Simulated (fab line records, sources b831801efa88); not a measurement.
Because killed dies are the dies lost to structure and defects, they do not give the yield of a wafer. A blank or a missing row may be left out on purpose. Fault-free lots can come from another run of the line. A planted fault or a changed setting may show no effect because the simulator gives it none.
Comparing a struck lot with a sound one | flow sky130 | 17 steps out of a route of 708
Sound: these wafers, L907.2, L907.3, L907.4. The struck wafers were L904.1, L904.2, L904.5. The cause is named last.
For every step that has rows: the tool of each side, followed by ch and its chambers, followed by its first start. Under that, the readings that differ: sound wafers | struck wafers | difference of the means | sigmas: that difference in standard deviations of wafers without a fault.
alike: same words and numbers on both sides, and readings whose means sit less than 2 such deviations apart. not compared: any withheld reading, any reading some wafer has no value for, any bound like >300 that may hide the same value, and any number with overlapping values for which the record gives no deviation.
Wherever a step has rows on one side only, a row that says differs or no value, or a row with sigmas, the two part there. Non-overlapping numbers with no deviation appear without sigmas and do not part them. A reading that every wafer of one side lacks parts them only if that side has two wafers or more.

SKY_FIELD_ISO_THK_MEAS_02:
  sound: filmMetro-01 at day 3 14:40; struck: filmMetro-01 at day 3 04:02
  alike: FIELD_ISO_OXIDATION_00_THK
then, 1 step without rows for these wafers: SKY_FIELD_ISO_CVD_03 (deposits Si3N4 from DCS/NH3, target thk 165 nm, time 2830 s).
SKY_FIELD_ISO_THK_MEAS_04:
  sound: filmMetro-03 at day 3 16:31; struck: filmMetro-01 at day 3 06:34
  alike: FIELD_ISO_CVD_03_THK
then, 8 steps without rows for these wafers: SKY_FIELD_ISO_DEHYDRATE_05 (time 60 s); SKY_FIELD_ISO_HMDS_06 (prime time 60 s); SKY_FIELD_ISO_COAT_07 (resist thk 60 nm); SKY_FIELD_ISO_COAT_08 (resist thk 450 nm); SKY_FIELD_ISO_SOFTBAKE_09 (time 90 s); SKY_FIELD_ISO_EXPOSE_10 (exposes mask FOM, target cd 150 nm); SKY_FIELD_ISO_PEB_11; SKY_FIELD_ISO_DEVELOP_12 (develop time 60 s).
SKY_FIELD_ISO_CD_MEAS_13 targets a cd of 150 nm.
  sound: cdSem-02 at day 4 08:35; struck: cdSem-02 at day 3 21:58
  alike: cdNm
SKY_FIELD_ISO_ETCH_14: etches BARC in N2/H2, stops on SiO2, time 45.9 s, target depth 60 nm.
  sound on rieDiel-01 ch 0,1,3, day 4 08:41; struck on rieDiel-02 ch 1,2,3, day 3 22:05
reading                                         | sound             | struck            | difference | sigmas
oesProductAu (a.u.)                             | 0.858 0.846 0.850 | 0.995 0.995 0.993 | +0.143     | +30
runLengthS (s)                                  | 74.3 74.1 74.4    | 51.9 52.0 52.0    | -22.3      | -57
model.KrF-thick_of_FIELD_ISO_COAT_08.thkNm (nm) | 395.9 396.1 395.7 | 414.5 414.5 414.8 | +18.7      | 
model.etch.depthNm (nm)                         | 60.07 59.96 60.09 | 41.03 41.13 40.97 | -19.00     | 
model.FIELD_ISO.cdNm (nm)                       | 150.9 150.5 151.5 | 152.9 153.3 153.7 | +2.3       | 
  alike: drypumpMotorCurrentA, throttleValvePct
  not compared: rfHoursCounterH
SKY_FIELD_ISO_ETCH_15: etches the open film in CHF3/O2, stops on Si, target depth 180 nm, time 72 s.
  sound on rieDiel-01 ch 0,1,3, day 4 08:44; struck on rieDiel-02 ch 1,2,3, day 3 22:08
reading                                         | sound             | struck            | difference | sigmas
oesProductAu (a.u.)                             | 0.947 0.932 0.936 | 0.370 0.374 0.375 | -0.565     | -87
throttleValvePct (%)                            | 8.837 8.841 8.852 | 8.685 8.672 8.669 | -0.168     | -18
model.KrF-thick_of_FIELD_ISO_COAT_08.thkNm (nm) | 241.5 240 238.3   | 256.3 257.5 258   | +17.3      | 
  alike: drypumpMotorCurrentA, runLengthS
  not compared: rfHoursCounterH
SKY_FIELD_ISO_STRIP_16: strips in O2/N2.
  sound on plasmaAsher-02 ch 0,1, day 4 08:47; struck on plasmaAsher-02 ch 0,1, day 3 22:11
reading                  | sound             | struck            | difference | sigmas
stripTimeToEndpointS (s) | 3.596 3.572 3.581 | 3.763 3.794 3.777 | +0.195     | +7
  alike: drypumpMotorCurrentA, oesProductAu
  not compared: rfHoursCounterH
SKY_FIELD_ISO_ETCH_17: etches Si in HBr/Cl2/O2, target depth 342 nm, time 97.7 s.
  sound on rieSi-02 ch 0,1,2, day 4 08:53; struck on rieSi-01 ch 1,3, day 3 22:17
reading                   | sound             | struck            | difference | sigmas
model.FIELD_ISO.cdNm (nm) | 150.4 150.4 151.8 | 153.2 153.4 154.5 | +2.8       | 
  alike: HBr_flow_sccm, drypumpMotorCurrentA, heBacksideLeakSccm, oesProductAu, runLengthS, throttleValvePct
  not compared: rfHoursCounterH
then, 1 step without rows for these wafers: SKY_FIELD_ISO_WET_ETCH_18 (etches Si3N4 in H3PO4, target depth 25 nm, time 286 s).

== WHERE THEY PART ==
First at SKY_FIELD_ISO_ETCH_14; last, within this record, at SKY_FIELD_ISO_STRIP_16. Later steps at which nothing parts them and some readings are alike: SKY_FIELD_ISO_ETCH_17.

WHY: whatever the simulator had introduced
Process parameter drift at SKY_FIELD_ISO_ETCH_14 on rieDiel-02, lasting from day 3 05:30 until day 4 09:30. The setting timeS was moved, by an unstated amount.
